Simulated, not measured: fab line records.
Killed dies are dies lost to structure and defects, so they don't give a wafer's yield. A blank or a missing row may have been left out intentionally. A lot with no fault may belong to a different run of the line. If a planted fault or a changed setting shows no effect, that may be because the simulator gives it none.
Chamber matching || flow sky130 || SKY_VIA4_CMP_02 on cmp-02 has 4 sister chambers
The step polishes SiO2. 14 wafers are shown with their chamber, then 7 later ones without.

== WAFERS PAIRED WITH THEIR CHAMBERS ==
{"wafer": "L468.1", "chamber": 1, "motor current A (A)": 11.1, "edge zone pressure frac": 1.001, "slurry flow ml min": 150.2}
{"wafer": "L468.2", "chamber": 3, "motor current A (A)": 10.9, "edge zone pressure frac": 1.006, "slurry flow ml min": 150.3}
{"wafer": "L468.3", "chamber": 0, "motor current A (A)": 11.4, "edge zone pressure frac": 1.001, "slurry flow ml min": 150.5}
{"wafer": "L473.1", "chamber": 1, "motor current A (A)": 11.3, "edge zone pressure frac": 0.995, "slurry flow ml min": 150.1}
{"wafer": "L473.2", "chamber": 3, "motor current A (A)": 11.2, "edge zone pressure frac": 1.003, "slurry flow ml min": 149.3}
{"wafer": "L473.6", "chamber": 0, "motor current A (A)": 10.8, "edge zone pressure frac": 1.006, "slurry flow ml min": 149.6}
{"wafer": "L485.2", "chamber": 2, "motor current A (A)": 11.6, "edge zone pressure frac": 0.994, "slurry flow ml min": 149.2}
{"wafer": "L485.3", "chamber": 3, "motor current A (A)": 11.2, "edge zone pressure frac": 0.994, "slurry flow ml min": 150.3}
{"wafer": "L485.6", "chamber": 2, "motor current A (A)": 12.0, "edge zone pressure frac": 0.998, "slurry flow ml min": 149.1}
{"wafer": "L486.3", "chamber": 2, "motor current A (A)": 12.0, "edge zone pressure frac": 0.996, "slurry flow ml min": 150.1}
{"wafer": "L486.4", "chamber": 3, "motor current A (A)": 11.0, "edge zone pressure frac": 0.997, "slurry flow ml min": 149.5}
{"wafer": "L486.6", "chamber": 1, "motor current A (A)": 11.4, "edge zone pressure frac": 1.004, "slurry flow ml min": 149.6}
{"wafer": "L487.2", "chamber": 0, "motor current A (A)": 10.5, "edge zone pressure frac": 1.002, "slurry flow ml min": 149.6}
{"wafer": "L487.5", "chamber": 0, "motor current A (A)": 11.1, "edge zone pressure frac": 1.000, "slurry flow ml min": 149.3}

SIGNATURES (averages over the wafers above)
{"reading": "motor current A", "chamber 0": 10.950, "chamber 1": 11.267, "chamber 2": 11.867, "chamber 3": 11.075, "scatter within a chamber": 0.259}
{"reading": "edge zone pressure frac", "chamber 0": 1.00225, "chamber 1": 1.00000, "chamber 2": 0.99600, "chamber 3": 1.00000, "scatter within a chamber": 0.00401}
{"reading": "slurry flow ml min", "chamber 0": 149.750, "chamber 1": 149.967, "chamber 2": 149.467, "chamber 3": 149.850, "scatter within a chamber": 0.495}
Rule: for each reading, subtract the chamber's mean from the wafer's reading, divide by that reading's scatter and square the result; add these up over the readings and take the root, which gives the wafer's distance from the chamber. The wafer belongs to the nearest chamber; if the next one is less than 2 further off, it can't be placed. The scatter is the square root of a quotient: the sum, over the shown wafers, of each reading's squared deviation from its chamber's mean, divided by wafers minus chambers.

== WAFERS WHOSE CHAMBER IS MISSING ==
{"wafer": "L487.6", "motor current A (A)": 11.0, "edge zone pressure frac": 0.999, "slurry flow ml min": 149.7}
{"wafer": "L488.1", "motor current A (A)": 11.6, "edge zone pressure frac": 0.996, "slurry flow ml min": 150.0}
{"wafer": "L488.5", "motor current A (A)": 11.1, "edge zone pressure frac": 0.997, "slurry flow ml min": 149.9}
{"wafer": "L488.6", "motor current A (A)": 10.7, "edge zone pressure frac": 1.001, "slurry flow ml min": 150.0}
{"wafer": "L491.2", "motor current A (A)": 12.3, "edge zone pressure frac": 0.999, "slurry flow ml min": 149.9}
{"wafer": "L491.4", "motor current A (A)": 10.7, "edge zone pressure frac": 1.005, "slurry flow ml min": 150.6}
{"wafer": "L491.6", "motor current A (A)": 12.5, "edge zone pressure frac": 1.006, "slurry flow ml min": 150.0}

== CHAMBER TAKEN BY EACH ==
{"wafer": "L487.6", "from the rows above": "can't be placed: 3 or 0 or 1", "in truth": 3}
{"wafer": "L488.1", "from the rows above": "can't be placed: 2 or 1 or 3 or 0", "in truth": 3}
{"wafer": "L488.5", "from the rows above": "can't be placed: 3 or 1 or 0", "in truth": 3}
{"wafer": "L488.6", "from the rows above": "can't be placed: 0 or 3 or 1", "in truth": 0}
{"wafer": "L491.2", "from the rows above": "can't be placed: 2 or 1", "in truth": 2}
{"wafer": "L491.4", "from the rows above": "can't be placed: 0 or 3 or 1", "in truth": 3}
{"wafer": "L491.6", "from the rows above": "can't be placed: 2 or 1", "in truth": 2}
Placed correctly: 0 of 7. Not placeable from these rows: 7 (in 7, the candidates include the true chamber). Wrongly placed: 0.
